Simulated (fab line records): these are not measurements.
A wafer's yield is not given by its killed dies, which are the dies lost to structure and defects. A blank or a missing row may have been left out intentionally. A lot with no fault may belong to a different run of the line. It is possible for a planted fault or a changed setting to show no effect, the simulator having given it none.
Which tool did it? || flow sky130 || 24 lots with 72 wafers sampled at 6 steps, on a route of 708 steps

## WHAT EACH GAUGE READ, for each wafer
SKY_LDD_N_TW_MEAS_17. Usual: LDD_N_TW 2591, standard deviation 16.
{"lot": "L074", "measured": "day 17 19:03", "on": "film metro-03", "LDD_N_TW": "2555 2580 2565", "flag": ""}
{"lot": "L075", "measured": "day 17 22:47", "on": "film metro-04", "LDD_N_TW": "2599 2593 2602", "flag": ""}
{"lot": "L076", "measured": "day 18 08:56", "on": "film metro-04", "LDD_N_TW": "2610 2602 2608", "flag": ""}
{"lot": "L077", "measured": "day 18 15:58", "on": "film metro-01", "LDD_N_TW": "2623 2609 2617", "flag": ""}
{"lot": "L078", "measured": "day 19 07:14", "on": "film metro-03", "LDD_N_TW": "2583 2591 2570", "flag": ""}
{"lot": "L079", "measured": "day 19 14:43", "on": "film metro-03", "LDD_N_TW": "2586 2576 2582", "flag": ""}
{"lot": "L080", "measured": "day 20 01:44", "on": "film metro-03", "LDD_N_TW": "2572 2546 2581", "flag": ""}
{"lot": "L081", "measured": "day 20 09:32", "on": "film metro-01", "LDD_N_TW": "2593 2615 2610", "flag": ""}
{"lot": "L082", "measured": "day 20 17:14", "on": "film metro-04", "LDD_N_TW": "2597 2584 2588", "flag": ""}
{"lot": "L083", "measured": "day 21 06:10", "on": "film metro-01", "LDD_N_TW": "2600 2604 2613", "flag": ""}
{"lot": "L084", "measured": "day 21 18:25", "on": "film metro-04", "LDD_N_TW": "2579 2591 2576", "flag": ""}
{"lot": "L085", "measured": "day 21 20:35", "on": "film metro-03", "LDD_N_TW": "2581 2584 2586", "flag": ""}
{"lot": "L086", "measured": "day 22 08:22", "on": "film metro-04", "LDD_N_TW": "2596 2609 2609", "flag": ""}
{"lot": "L087", "measured": "day 22 18:11", "on": "film metro-01", "LDD_N_TW": "2590 2603 2599", "flag": ""}
{"lot": "L088", "measured": "day 23 01:44", "on": "film metro-04", "LDD_N_TW": "2610 2604 2614", "flag": ""}
{"lot": "L089", "measured": "day 23 10:43", "on": "film metro-04", "LDD_N_TW": "2620 2614 2607", "flag": ""}
{"lot": "L090", "measured": "day 23 20:26", "on": "film metro-04", "LDD_N_TW": "2605 2597 2604", "flag": ""}
{"lot": "L092", "measured": "day 24 10:27", "on": "film metro-03", "LDD_N_TW": "2578 2566 2571", "flag": ""}
{"lot": "L091", "measured": "day 24 15:07", "on": "film metro-04", "LDD_N_TW": "2589 2583 2579", "flag": ""}
{"lot": "L093", "measured": "day 24 19:35", "on": "film metro-03", "LDD_N_TW": "2570 2570 2584", "flag": ""}
{"lot": "L094", "measured": "day 24 21:53", "on": "film metro-03", "LDD_N_TW": "2578 2575 2573", "flag": ""}
{"lot": "L095", "measured": "day 25 07:59", "on": "film metro-03", "LDD_N_TW": "2569 2570 2568", "flag": ""}
{"lot": "L096", "measured": "day 25 15:50", "on": "film metro-01", "LDD_N_TW": "2629 2615 2610", "flag": ""}
{"lot": "L097", "measured": "day 26 00:32", "on": "film metro-03", "LDD_N_TW": "2596 2600 2594", "flag": ""}

SKY_VIA4_BOW_MEAS_03. Usual: VIA4_BOW 80 um, standard deviation 8.2.
{"lot": "L074", "measured": "day 41 19:53", "on": "film metro-01", "VIA4_BOW (um)": "88 100 91", "flag": ""}
{"lot": "L075", "measured": "day 41 23:05", "on": "film metro-03", "VIA4_BOW (um)": "86 82 88", "flag": ""}
{"lot": "L076", "measured": "day 42 05:02", "on": "film metro-03", "VIA4_BOW (um)": "83 75 68", "flag": ""}
{"lot": "L077", "measured": "day 42 14:20", "on": "film metro-01", "VIA4_BOW (um)": "79 83 79", "flag": ""}
{"lot": "L078", "measured": "day 43 02:08", "on": "film metro-01", "VIA4_BOW (um)": "80 76 84", "flag": ""}
{"lot": "L079", "measured": "day 43 05:48", "on": "film metro-01", "VIA4_BOW (um)": "91 80 85", "flag": ""}
{"lot": "L080", "measured": "day 43 18:44", "on": "film metro-03", "VIA4_BOW (um)": "74 76 70", "flag": ""}
{"lot": "L081", "measured": "day 43 19:58", "on": "film metro-01", "VIA4_BOW (um)": "87 92 78", "flag": ""}
{"lot": "L082", "measured": "day 44 00:41", "on": "film metro-03", "VIA4_BOW (um)": "76 82 81", "flag": ""}
{"lot": "L083", "measured": "day 44 14:01", "on": "film metro-01", "VIA4_BOW (um)": "94 89 82", "flag": ""}
{"lot": "L084", "measured": "day 44 20:02", "on": "film metro-04", "VIA4_BOW (um)": "71 70 76", "flag": ""}
{"lot": "L085", "measured": "day 44 23:11", "on": "film metro-04", "VIA4_BOW (um)": "77 78 77", "flag": ""}
{"lot": "L086", "measured": "day 45 07:27", "on": "film metro-03", "VIA4_BOW (um)": "79 77 83", "flag": ""}
{"lot": "L087", "measured": "day 45 13:14", "on": "film metro-04", "VIA4_BOW (um)": "71 76 78", "flag": ""}
{"lot": "L088", "measured": "day 45 18:10", "on": "film metro-01", "VIA4_BOW (um)": "76 60 73", "flag": ""}
{"lot": "L089", "measured": "day 46 02:58", "on": "film metro-01", "VIA4_BOW (um)": "75 84 78", "flag": ""}
{"lot": "L090", "measured": "day 46 07:42", "on": "film metro-03", "VIA4_BOW (um)": "74 73 69", "flag": ""}
{"lot": "L092", "measured": "day 46 17:28", "on": "film metro-03", "VIA4_BOW (um)": "92 86 81", "flag": ""}
{"lot": "L091", "measured": "day 46 19:52", "on": "film metro-04", "VIA4_BOW (um)": "74 84 64", "flag": ""}
{"lot": "L093", "measured": "day 47 01:08", "on": "film metro-04", "VIA4_BOW (um)": "78 79 69", "flag": ""}
{"lot": "L094", "measured": "day 47 02:53", "on": "film metro-03", "VIA4_BOW (um)": "76 77 76", "flag": ""}
{"lot": "L095", "measured": "day 47 11:32", "on": "film metro-01", "VIA4_BOW (um)": "63 64 71", "flag": ""}
{"lot": "L096", "measured": "day 47 15:02", "on": "film metro-01", "VIA4_BOW (um)": "81 89 89", "flag": ""}
{"lot": "L097", "measured": "day 47 19:26", "on": "film metro-04", "VIA4_BOW (um)": "71 75 83", "flag": ""}

SKY_PASSIVATION_THK_MEAS_03. Usual: PASSIVATION_CVD_02_THK 536 nm, standard deviation 6.9.
{"lot": "L074", "measured": "day 43 20:48", "on": "film metro-01", "PASSIVATION_CVD_02_THK (nm)": "528 534 538", "flag": ""}
{"lot": "L075", "measured": "day 44 00:31", "on": "film metro-02", "PASSIVATION_CVD_02_THK (nm)": "529 529 541", "flag": ""}
{"lot": "L076", "measured": "day 44 06:01", "on": "film metro-01", "PASSIVATION_CVD_02_THK (nm)": "523 533 535", "flag": ""}
{"lot": "L077", "measured": "day 44 15:11", "on": "film metro-04", "PASSIVATION_CVD_02_THK (nm)": "527 540 537", "flag": ""}
{"lot": "L078", "measured": "day 45 01:37", "on": "film metro-02", "PASSIVATION_CVD_02_THK (nm)": "528 540 534", "flag": ""}
{"lot": "L079", "measured": "day 45 04:40", "on": "film metro-04", "PASSIVATION_CVD_02_THK (nm)": "525 530 540", "flag": ""}
{"lot": "L080", "measured": "day 45 16:52", "on": "film metro-04", "PASSIVATION_CVD_02_THK (nm)": "532 543 547", "flag": ""}
{"lot": "L081", "measured": "day 45 18:32", "on": "film metro-01", "PASSIVATION_CVD_02_THK (nm)": "537 543 543", "flag": ""}
{"lot": "L082", "measured": "day 45 22:20", "on": "film metro-01", "PASSIVATION_CVD_02_THK (nm)": "529 526 536", "flag": ""}
{"lot": "L083", "measured": "day 46 10:25", "on": "film metro-04", "PASSIVATION_CVD_02_THK (nm)": "529 538 540", "flag": ""}
{"lot": "L084", "measured": "day 46 16:32", "on": "film metro-02", "PASSIVATION_CVD_02_THK (nm)": "538 534 541", "flag": ""}
{"lot": "L085", "measured": "day 46 19:55", "on": "film metro-01", "PASSIVATION_CVD_02_THK (nm)": "540 539 535", "flag": ""}
{"lot": "L086", "measured": "day 47 02:36", "on": "film metro-01", "PASSIVATION_CVD_02_THK (nm)": "532 532 536", "flag": ""}
{"lot": "L087", "measured": "day 47 08:27", "on": "film metro-04", "PASSIVATION_CVD_02_THK (nm)": "543 546 551", "flag": ""}
{"lot": "L088", "measured": "day 47 13:37", "on": "film metro-01", "PASSIVATION_CVD_02_THK (nm)": "537 543 535", "flag": ""}
{"lot": "L089", "measured": "day 47 21:49", "on": "film metro-01", "PASSIVATION_CVD_02_THK (nm)": "542 546 549", "flag": ""}
{"lot": "L090", "measured": "day 48 02:40", "on": "film metro-04", "PASSIVATION_CVD_02_THK (nm)": "538 537 549", "flag": ""}
{"lot": "L092", "measured": "day 48 10:36", "on": "film metro-02", "PASSIVATION_CVD_02_THK (nm)": "536 547 542", "flag": ""}
{"lot": "L091", "measured": "day 48 14:04", "on": "film metro-04", "PASSIVATION_CVD_02_THK (nm)": "545 538 539", "flag": ""}
{"lot": "L093", "measured": "day 48 19:01", "on": "film metro-01", "PASSIVATION_CVD_02_THK (nm)": "526 524 529", "flag": ""}
{"lot": "L094", "measured": "day 48 19:37", "on": "film metro-01", "PASSIVATION_CVD_02_THK (nm)": "536 542 546", "flag": ""}
{"lot": "L095", "measured": "day 49 02:44", "on": "film metro-02", "PASSIVATION_CVD_02_THK (nm)": "527 537 544", "flag": ""}
{"lot": "L096", "measured": "day 49 07:05", "on": "film metro-02", "PASSIVATION_CVD_02_THK (nm)": "526 531 529", "flag": ""}
{"lot": "L097", "measured": "day 49 09:43", "on": "film metro-02", "PASSIVATION_CVD_02_THK (nm)": "528 533 546", "flag": ""}

## WHICH TOOL RAN EACH LOT (tool, then ch and the chambers of the sampled wafers, then the start)
{"lot": "L074", "SKY_VIA2_SPUTTER_20": "pvd sputter-03, day 36 07:55", "SKY_METAL4_SPUTTER_04": "pvd sputter-04, day 39 16:31", "SKY_METAL5_DESCUM_14": "rie metal-04 ch 0,1, day 43 19:37"}
{"lot": "L075", "SKY_VIA2_SPUTTER_20": "pvd sputter-03, day 36 13:59", "SKY_METAL4_SPUTTER_04": "pvd sputter-03, day 39 21:01", "SKY_METAL5_DESCUM_14": "rie metal-01 ch 0,1, day 43 23:20"}
{"lot": "L076", "SKY_VIA2_SPUTTER_20": "pvd sputter-04, day 36 17:17", "SKY_METAL4_SPUTTER_04": "pvd sputter-03, day 40 02:24", "SKY_METAL5_DESCUM_14": "rie metal-02 ch 0,1, day 44 04:43"}
{"lot": "L077", "SKY_VIA2_SPUTTER_20": "pvd sputter-03, day 37 03:44", "SKY_METAL4_SPUTTER_04": "pvd sputter-03, day 40 11:25", "SKY_METAL5_DESCUM_14": "rie metal-04 ch 0,1, day 44 13:54"}
{"lot": "L078", "SKY_VIA2_SPUTTER_20": "pvd sputter-03, day 37 17:29", "SKY_METAL4_SPUTTER_04": "pvd sputter-03, day 40 23:59", "SKY_METAL5_DESCUM_14": "rie metal-02 ch 0,1, day 45 00:21"}
{"lot": "L079", "SKY_VIA2_SPUTTER_20": "pvd sputter-04, day 37 20:36", "SKY_METAL4_SPUTTER_04": "pvd sputter-03, day 41 03:53", "SKY_METAL5_DESCUM_14": "rie metal-04 ch 0,1, day 45 03:23"}
{"lot": "L080", "SKY_VIA2_SPUTTER_20": "pvd sputter-02, day 38 11:46", "SKY_METAL4_SPUTTER_04": "pvd sputter-02, day 41 17:27", "SKY_METAL5_DESCUM_14": "rie metal-02 ch 0, day 45 15:41"}
{"lot": "L081", "SKY_VIA2_SPUTTER_20": "pvd sputter-03, day 38 13:17", "SKY_METAL4_SPUTTER_04": "pvd sputter-02, day 41 18:59", "SKY_METAL5_DESCUM_14": "rie metal-01 ch 0,1, day 45 17:22"}
{"lot": "L082", "SKY_VIA2_SPUTTER_20": "pvd sputter-02, day 38 19:10", "SKY_METAL4_SPUTTER_04": "pvd sputter-04, day 42 00:55", "SKY_METAL5_DESCUM_14": "rie metal-02 ch 0,1, day 45 21:09"}
{"lot": "L083", "SKY_VIA2_SPUTTER_20": "pvd sputter-03, day 39 09:17", "SKY_METAL4_SPUTTER_04": "pvd sputter-04, day 42 13:52", "SKY_METAL5_DESCUM_14": "rie metal-02 ch 0,1, day 46 09:14"}
{"lot": "L084", "SKY_VIA2_SPUTTER_20": "pvd sputter-03, day 39 15:42", "SKY_METAL4_SPUTTER_04": "pvd sputter-02, day 42 20:08", "SKY_METAL5_DESCUM_14": "rie metal-04 ch 0,1, day 46 15:22"}
{"lot": "L085", "SKY_VIA2_SPUTTER_20": "pvd sputter-03, day 39 19:06", "SKY_METAL4_SPUTTER_04": "pvd sputter-02, day 42 22:58", "SKY_METAL5_DESCUM_14": "rie metal-01 ch 0,1, day 46 18:42"}
{"lot": "L086", "SKY_VIA2_SPUTTER_20": "pvd sputter-03, day 40 06:17", "SKY_METAL4_SPUTTER_04": "pvd sputter-04, day 43 09:01", "SKY_METAL5_DESCUM_14": "rie metal-02 ch 0,1, day 47 01:25"}
{"lot": "L087", "SKY_VIA2_SPUTTER_20": "pvd sputter-04, day 40 11:24", "SKY_METAL4_SPUTTER_04": "pvd sputter-04, day 43 14:55", "SKY_METAL5_DESCUM_14": "rie metal-02 ch 0,1, day 47 07:08"}
{"lot": "L088", "SKY_VIA2_SPUTTER_20": "pvd sputter-04, day 40 15:06", "SKY_METAL4_SPUTTER_04": "pvd sputter-02, day 43 19:46", "SKY_METAL5_DESCUM_14": "rie metal-02 ch 0, day 47 12:16"}
{"lot": "L089", "SKY_VIA2_SPUTTER_20": "pvd sputter-03, day 41 01:29", "SKY_METAL4_SPUTTER_04": "pvd sputter-04, day 44 05:34", "SKY_METAL5_DESCUM_14": "rie metal-02 ch 0,1, day 47 20:25"}
{"lot": "L090", "SKY_VIA2_SPUTTER_20": "pvd sputter-04, day 41 09:37", "SKY_METAL4_SPUTTER_04": "pvd sputter-03, day 44 11:27", "SKY_METAL5_DESCUM_14": "rie metal-02 ch 0,1, day 48 01:18"}
{"lot": "L092", "SKY_VIA2_SPUTTER_20": "pvd sputter-04, day 41 20:06", "SKY_METAL4_SPUTTER_04": "pvd sputter-03, day 44 21:30", "SKY_METAL5_DESCUM_14": "rie metal-01 ch 0, day 48 09:00"}
{"lot": "L091", "SKY_VIA2_SPUTTER_20": "pvd sputter-02, day 41 23:51", "SKY_METAL4_SPUTTER_04": "pvd sputter-03, day 45 00:00", "SKY_METAL5_DESCUM_14": "rie metal-01 ch 0,1, day 48 12:49"}
{"lot": "L093", "SKY_VIA2_SPUTTER_20": "pvd sputter-02, day 42 04:10", "SKY_METAL4_SPUTTER_04": "pvd sputter-02, day 45 04:11", "SKY_METAL5_DESCUM_14": "rie metal-04 ch 0,1, day 48 17:51"}
{"lot": "L094", "SKY_VIA2_SPUTTER_20": "pvd sputter-02, day 42 07:43", "SKY_METAL4_SPUTTER_04": "pvd sputter-03, day 45 08:23", "SKY_METAL5_DESCUM_14": "rie metal-02 ch 0,1, day 48 18:23"}
{"lot": "L095", "SKY_VIA2_SPUTTER_20": "pvd sputter-04, day 42 15:20", "SKY_METAL4_SPUTTER_04": "pvd sputter-02, day 45 16:14", "SKY_METAL5_DESCUM_14": "rie metal-04 ch 0,1, day 49 01:34"}
{"lot": "L096", "SKY_VIA2_SPUTTER_20": "pvd sputter-04, day 42 20:31", "SKY_METAL4_SPUTTER_04": "pvd sputter-02, day 45 20:11", "SKY_METAL5_DESCUM_14": "rie metal-02 ch 0,1, day 49 05:55"}
{"lot": "L097", "SKY_VIA2_SPUTTER_20": "pvd sputter-04, day 43 02:57", "SKY_METAL4_SPUTTER_04": "pvd sputter-02, day 46 01:24", "SKY_METAL5_DESCUM_14": "rie metal-01 ch 0,1, day 49 08:33"}
- SKY_VIA2_SPUTTER_20: material TiN, target thk 20 nm, time 80 s.
- SKY_METAL4_SPUTTER_04: material TiN, target thk 70 nm, time 58.3 s.
- SKY_METAL5_DESCUM_14: chemistry O2, time 11 s.

## AS READ BY THE TOOLS THEMSELVES (means over the sampled wafers that have a number; for cases with no such wafer, the mark the record gives instead)
SKY_VIA2_SPUTTER_20. Usual: cathode dc power W 3999.9 W, standard deviation 0.79; throttle valve pct 30.1 %, standard deviation 0.64.
{"lot": "L074", "tool": "pvd sputter-03", "cathode dc power W (W)": 3999.3, "throttle valve pct (%)": 29.9, "flag": ""}
{"lot": "L075", "tool": "pvd sputter-03", "cathode dc power W (W)": 3999.6, "throttle valve pct (%)": 29.7, "flag": ""}
{"lot": "L076", "tool": "pvd sputter-04", "cathode dc power W (W)": 4000.5, "throttle valve pct (%)": 30.0, "flag": ""}
{"lot": "L077", "tool": "pvd sputter-03", "cathode dc power W (W)": 3999.8, "throttle valve pct (%)": 30.4, "flag": ""}
{"lot": "L078", "tool": "pvd sputter-03", "cathode dc power W (W)": 3999.5, "throttle valve pct (%)": 29.8, "flag": ""}
{"lot": "L079", "tool": "pvd sputter-04", "cathode dc power W (W)": 4000.0, "throttle valve pct (%)": 30.3, "flag": ""}
{"lot": "L080", "tool": "pvd sputter-02", "cathode dc power W (W)": 4000.4, "throttle valve pct (%)": 29.9, "flag": ""}
{"lot": "L081", "tool": "pvd sputter-03", "cathode dc power W (W)": 3999.8, "throttle valve pct (%)": 30.7, "flag": ""}
{"lot": "L082", "tool": "pvd sputter-02", "cathode dc power W (W)": 4000.9, "throttle valve pct (%)": 29.3, "flag": ""}
{"lot": "L083", "tool": "pvd sputter-03", "cathode dc power W (W)": 3999.9, "throttle valve pct (%)": 30.1, "flag": ""}
{"lot": "L084", "tool": "pvd sputter-03", "cathode dc power W (W)": 3999.6, "throttle valve pct (%)": 30.5, "flag": ""}
{"lot": "L085", "tool": "pvd sputter-03", "cathode dc power W (W)": 4000.1, "throttle valve pct (%)": 30.5, "flag": ""}
{"lot": "L086", "tool": "pvd sputter-03", "cathode dc power W (W)": 4000.0, "throttle valve pct (%)": 29.5, "flag": ""}
{"lot": "L087", "tool": "pvd sputter-04", "cathode dc power W (W)": 3999.1, "throttle valve pct (%)": 30.3, "flag": ""}
{"lot": "L088", "tool": "pvd sputter-04", "cathode dc power W (W)": 4000.2, "throttle valve pct (%)": 30.1, "flag": ""}
{"lot": "L089", "tool": "pvd sputter-03", "cathode dc power W (W)": 4000.0, "throttle valve pct (%)": 29.5, "flag": ""}
{"lot": "L090", "tool": "pvd sputter-04", "cathode dc power W (W)": 4001.2, "throttle valve pct (%)": 30.1, "flag": ""}
{"lot": "L092", "tool": "pvd sputter-04", "cathode dc power W (W)": 4000.2, "throttle valve pct (%)": 30.2, "flag": ""}
{"lot": "L091", "tool": "pvd sputter-02", "cathode dc power W (W)": 3999.7, "throttle valve pct (%)": 29.5, "flag": ""}
{"lot": "L093", "tool": "pvd sputter-02", "cathode dc power W (W)": 3999.4, "throttle valve pct (%)": 29.9, "flag": ""}
{"lot": "L094", "tool": "pvd sputter-02", "cathode dc power W (W)": 3999.4, "throttle valve pct (%)": 29.9, "flag": ""}
{"lot": "L095", "tool": "pvd sputter-04", "cathode dc power W (W)": 3999.4, "throttle valve pct (%)": 29.9, "flag": ""}
{"lot": "L096", "tool": "pvd sputter-04", "cathode dc power W (W)": 3999.6, "throttle valve pct (%)": 30.4, "flag": ""}
{"lot": "L097", "tool": "pvd sputter-04", "cathode dc power W (W)": 4000.3, "throttle valve pct (%)": 30.5, "flag": ""}

SKY_METAL4_SPUTTER_04. Usual: cathode dc power W 6500.1 W, standard deviation 1.2; throttle valve pct 30.0 %, standard deviation 0.64.
{"lot": "L074", "tool": "pvd sputter-04", "cathode dc power W (W)": 6499.9, "throttle valve pct (%)": 30.0, "flag": ""}
{"lot": "L075", "tool": "pvd sputter-03", "cathode dc power W (W)": 6501.8, "throttle valve pct (%)": 30.6, "flag": ""}
{"lot": "L076", "tool": "pvd sputter-03", "cathode dc power W (W)": 6499.8, "throttle valve pct (%)": 29.8, "flag": ""}
{"lot": "L077", "tool": "pvd sputter-03", "cathode dc power W (W)": 6500.0, "throttle valve pct (%)": 30.0, "flag": ""}
{"lot": "L078", "tool": "pvd sputter-03", "cathode dc power W (W)": 6500.3, "throttle valve pct (%)": 30.2, "flag": ""}
{"lot": "L079", "tool": "pvd sputter-03", "cathode dc power W (W)": 6498.6, "throttle valve pct (%)": 30.9, "flag": ""}
{"lot": "L080", "tool": "pvd sputter-02", "cathode dc power W (W)": 6500.4, "throttle valve pct (%)": 29.9, "flag": ""}
{"lot": "L081", "tool": "pvd sputter-02", "cathode dc power W (W)": 6500.3, "throttle valve pct (%)": 29.6, "flag": ""}
{"lot": "L082", "tool": "pvd sputter-04", "cathode dc power W (W)": 6500.1, "throttle valve pct (%)": 30.3, "flag": ""}
{"lot": "L083", "tool": "pvd sputter-04", "cathode dc power W (W)": 6500.4, "throttle valve pct (%)": 30.3, "flag": ""}
{"lot": "L084", "tool": "pvd sputter-02", "cathode dc power W (W)": 6499.9, "throttle valve pct (%)": 29.7, "flag": ""}
{"lot": "L085", "tool": "pvd sputter-02", "cathode dc power W (W)": 6500.6, "throttle valve pct (%)": 30.0, "flag": ""}
{"lot": "L086", "tool": "pvd sputter-04", "cathode dc power W (W)": 6500.3, "throttle valve pct (%)": 30.3, "flag": ""}
{"lot": "L087", "tool": "pvd sputter-04", "cathode dc power W (W)": 6499.8, "throttle valve pct (%)": 30.4, "flag": ""}
{"lot": "L088", "tool": "pvd sputter-02", "cathode dc power W (W)": 6499.6, "throttle valve pct (%)": 29.5, "flag": ""}
{"lot": "L089", "tool": "pvd sputter-04", "cathode dc power W (W)": 6499.9, "throttle valve pct (%)": 30.4, "flag": ""}
{"lot": "L090", "tool": "pvd sputter-03", "cathode dc power W (W)": 6499.5, "throttle valve pct (%)": 30.4, "flag": ""}
{"lot": "L092", "tool": "pvd sputter-03", "cathode dc power W (W)": 6500.4, "throttle valve pct (%)": 30.1, "flag": ""}
{"lot": "L091", "tool": "pvd sputter-03", "cathode dc power W (W)": 6499.9, "throttle valve pct (%)": 29.9, "flag": ""}
{"lot": "L093", "tool": "pvd sputter-02", "cathode dc power W (W)": 6500.1, "throttle valve pct (%)": 29.8, "flag": ""}
{"lot": "L094", "tool": "pvd sputter-03", "cathode dc power W (W)": 6501.2, "throttle valve pct (%)": 30.3, "flag": ""}
{"lot": "L095", "tool": "pvd sputter-02", "cathode dc power W (W)": 6501.0, "throttle valve pct (%)": 29.5, "flag": ""}
{"lot": "L096", "tool": "pvd sputter-02", "cathode dc power W (W)": 6499.6, "throttle valve pct (%)": 29.4, "flag": ""}
{"lot": "L097", "tool": "pvd sputter-02", "cathode dc power W (W)": 6500.2, "throttle valve pct (%)": 30.2, "flag": ""}

SKY_METAL5_DESCUM_14. Usual: drypump motor current A 5.7 A, standard deviation 0.31; oes product au 1.002 a.u., standard deviation 0.0063.
{"lot": "L074", "tool": "rie metal-04", "drypump motor current A (A)": 5.6, "oes product au (a.u.)": 0.999, "flag": ""}
{"lot": "L075", "tool": "rie metal-01", "drypump motor current A (A)": 6.0, "oes product au (a.u.)": 1.007, "flag": ""}
{"lot": "L076", "tool": "rie metal-02", "drypump motor current A (A)": 5.4, "oes product au (a.u.)": 1.004, "flag": ""}
{"lot": "L077", "tool": "rie metal-04", "drypump motor current A (A)": 5.7, "oes product au (a.u.)": 1.012, "flag": ""}
{"lot": "L078", "tool": "rie metal-02", "drypump motor current A (A)": 5.5, "oes product au (a.u.)": 0.994, "flag": ""}
{"lot": "L079", "tool": "rie metal-04", "drypump motor current A (A)": 5.6, "oes product au (a.u.)": 1.004, "flag": ""}
{"lot": "L080", "tool": "rie metal-02", "drypump motor current A (A)": 5.6, "oes product au (a.u.)": 1.001, "flag": ""}
{"lot": "L081", "tool": "rie metal-01", "drypump motor current A (A)": 6.0, "oes product au (a.u.)": 1.004, "flag": ""}
{"lot": "L082", "tool": "rie metal-02", "drypump motor current A (A)": 5.5, "oes product au (a.u.)": 1.000, "flag": ""}
{"lot": "L083", "tool": "rie metal-02", "drypump motor current A (A)": 5.5, "oes product au (a.u.)": 1.005, "flag": ""}
{"lot": "L084", "tool": "rie metal-04", "drypump motor current A (A)": 5.6, "oes product au (a.u.)": 1.004, "flag": ""}
{"lot": "L085", "tool": "rie metal-01", "drypump motor current A (A)": 6.0, "oes product au (a.u.)": 0.998, "flag": ""}
{"lot": "L086", "tool": "rie metal-02", "drypump motor current A (A)": 5.4, "oes product au (a.u.)": 1.004, "flag": ""}
{"lot": "L087", "tool": "rie metal-02", "drypump motor current A (A)": 5.4, "oes product au (a.u.)": 0.999, "flag": ""}
{"lot": "L088", "tool": "rie metal-02", "drypump motor current A (A)": 5.5, "oes product au (a.u.)": 1.004, "flag": ""}
{"lot": "L089", "tool": "rie metal-02", "drypump motor current A (A)": 5.4, "oes product au (a.u.)": 0.994, "flag": ""}
{"lot": "L090", "tool": "rie metal-02", "drypump motor current A (A)": 5.5, "oes product au (a.u.)": 1.002, "flag": ""}
{"lot": "L092", "tool": "rie metal-01", "drypump motor current A (A)": 5.8, "oes product au (a.u.)": 1.005, "flag": ""}
{"lot": "L091", "tool": "rie metal-01", "drypump motor current A (A)": 6.1, "oes product au (a.u.)": 1.012, "flag": ""}
{"lot": "L093", "tool": "rie metal-04", "drypump motor current A (A)": 5.8, "oes product au (a.u.)": 1.004, "flag": ""}
{"lot": "L094", "tool": "rie metal-02", "drypump motor current A (A)": 5.4, "oes product au (a.u.)": 1.005, "flag": ""}
{"lot": "L095", "tool": "rie metal-04", "drypump motor current A (A)": 5.8, "oes product au (a.u.)": 0.999, "flag": ""}
{"lot": "L096", "tool": "rie metal-02", "drypump motor current A (A)": 5.4, "oes product au (a.u.)": 0.996, "flag": ""}
{"lot": "L097", "tool": "rie metal-01", "drypump motor current A (A)": 6.0, "oes product au (a.u.)": 1.005, "flag": ""}

## THE ANSWER, worked out from the rows above alone
Rule: a lot is off if the mean of its wafers that have a number lies more than 3 standard deviations from the usual mean. Also off: a lot with no number at a reading for which 4 or more lots have one. Where the step has rows for the other lots, those lots are counted as sound. After the gauges, taken in route order, come the tools' own readings; for these a lot's mean is taken, as printed above. At the first step where some lot is off, the reading lying furthest off is the one used; lots without a number count as furthest.
No lot is off at any reading shown: from this, nothing can be told.

## WHAT WAS PUT IN BY THE SIMULATOR
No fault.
